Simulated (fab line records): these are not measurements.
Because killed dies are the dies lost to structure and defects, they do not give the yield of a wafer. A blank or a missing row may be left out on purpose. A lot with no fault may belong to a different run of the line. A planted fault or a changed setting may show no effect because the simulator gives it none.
Problem report, 8D (eight disciplines) form, completed by code || flow sky130 || the parts of the form that need people (team, actions taken, sign-off) are left out

== 1. WHAT WENT WRONG ==
Wafers with no fault read 16 with a standard deviation of 4.2, whereas killed_at_front_end at SKY_PAD_OPEN_PROBE_99 reads a mean of 295 on 1 wafer of 1 lot. That is +66 standard deviations from the usual mean.
First seen on wafer L631.4, day 48 10:55, on prober-02. The record holds 18 wafers of 6 lots with a number at this step. The rule behind "out" and "out of limits": a value lying over 4 standard deviations away from the usual mean. Any other wafer with a number is counted as sound.

== 2. WHAT IT IS, WHAT IT ISN'T ==
{"question": "which readings at this step", "is": "killed_at_front_end, killed_dies, killed_on_rim", "is not": "killed_at_M0_to_M3, killed_at_M4_up, killed_at_contacts, killed_at_other, killed_open, killed_short"}
{"question": "which lots", "is": "L631", "is not": "L624, L626, L627, L635, L638"}
{"question": "which wafers of those lots", "is": "L631.4", "is not": "L631.1, L631.6"}
{"question": "read on which tools", "is": "prober-02", "is not": "prober-01"}
{"question": "when", "is": "from day 48 10:55", "is not": "up to then (10 sound wafers); but 7 sound wafers of L631, L635, L638 came after"}

== 3. WHAT RULES OUT EACH SUSPECT ==
Counting: any tool at a process step up to the reading remains a suspect provided it ran every lot that is out. Sound lots after the first of them don't rule it out here, since some wafers of a struck lot are sound.
- rie_diel-02 at SKY_POLY_CUT_ETCH_11 (etches Si3N4 in CF4/CH2F2/Ar, stops on poly-Si, time 42.5 s, target depth 60 nm): kept. The lot that is out, L631, ran on it at day 28 02:10; the last sound lot it ran before that was L627, at day 26 15:49.
- rie_metal-02 at SKY_METAL4_ETCH_16 (etches BARC in N2/H2, stops on SiO2, time 88.2 s, target depth 60 nm): kept. The lot that is out, L631, ran on it at day 44 18:40; the last sound lot it ran before that was L624, at day 42 19:25.
- prober-02 at SKY_PAD_OPEN_PROBE_99: kept. The lot that is out, L631, ran on it at day 48 10:46; the last sound lot it ran before that was L627, at day 47 12:42. Its own killed_at_front_end, killed_dies, killed_on_rim readings are out on those wafers.
- The sound lot-mates ran in chamber 1 of rie_diel-02 at SKY_POLY_CUT_ETCH_11, but the wafers that are out ran in chamber 3.
The count leaves rie_diel-02 at SKY_POLY_CUT_ETCH_11, rie_metal-02 at SKY_METAL4_ETCH_16, and prober-02 at SKY_PAD_OPEN_PROBE_99.

== 4. THE CAUSE (what the simulator had put in) ==
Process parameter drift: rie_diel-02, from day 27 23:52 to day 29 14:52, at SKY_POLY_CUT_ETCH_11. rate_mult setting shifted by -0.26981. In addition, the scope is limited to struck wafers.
3 suspects survive the count, and this tool is in that group.

== 5. THE CHAIN OF EFFECTS, in route order ==
Rows list readings where the struck wafers' mean (over those with a number) sits beyond 3 standard deviations from the usual. Only readings whose record carries a usual standard deviation are examined. hours: median over the lots of the time between each lot's start at the first step of this table that gives one and its start at this step. sigmas: the change, counted in usual standard deviations.
{"hours": 0, "step": "SKY_PAD_OPEN_PROBE_99", "reading": "killed_at_front_end", "usual": 16, "on struck wafers": 295, "change": "+279", "sigmas": "+66"}
{"hours": 0, "step": "SKY_PAD_OPEN_PROBE_99", "reading": "killed_dies", "usual": 87, "on struck wafers": 363, "change": "+276", "sigmas": "+32"}
{"hours": 0, "step": "SKY_PAD_OPEN_PROBE_99", "reading": "killed_on_rim", "usual": 17, "on struck wafers": 64, "change": "+47", "sigmas": "+13"}
It contains these process steps:
- SKY_PAD_OPEN_PROBE_99

== 6. WHAT WOULD HAVE CAUGHT IT SOONER ==
491 hours passed between the start of the fault at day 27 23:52 and the first reading out of limits in this record, taken at day 48 10:55.
No tool reading at SKY_POLY_CUT_ETCH_11 that has a usual standard deviation in the record was out on any struck wafer, so an alarm limit of 4 standard deviations on those readings would not have fired.
Lots out: 1; all had begun SKY_POLY_CUT_ETCH_11 on rie_diel-02 by day 48 10:55. Had the tool been put on hold then, not one of them would have been saved.
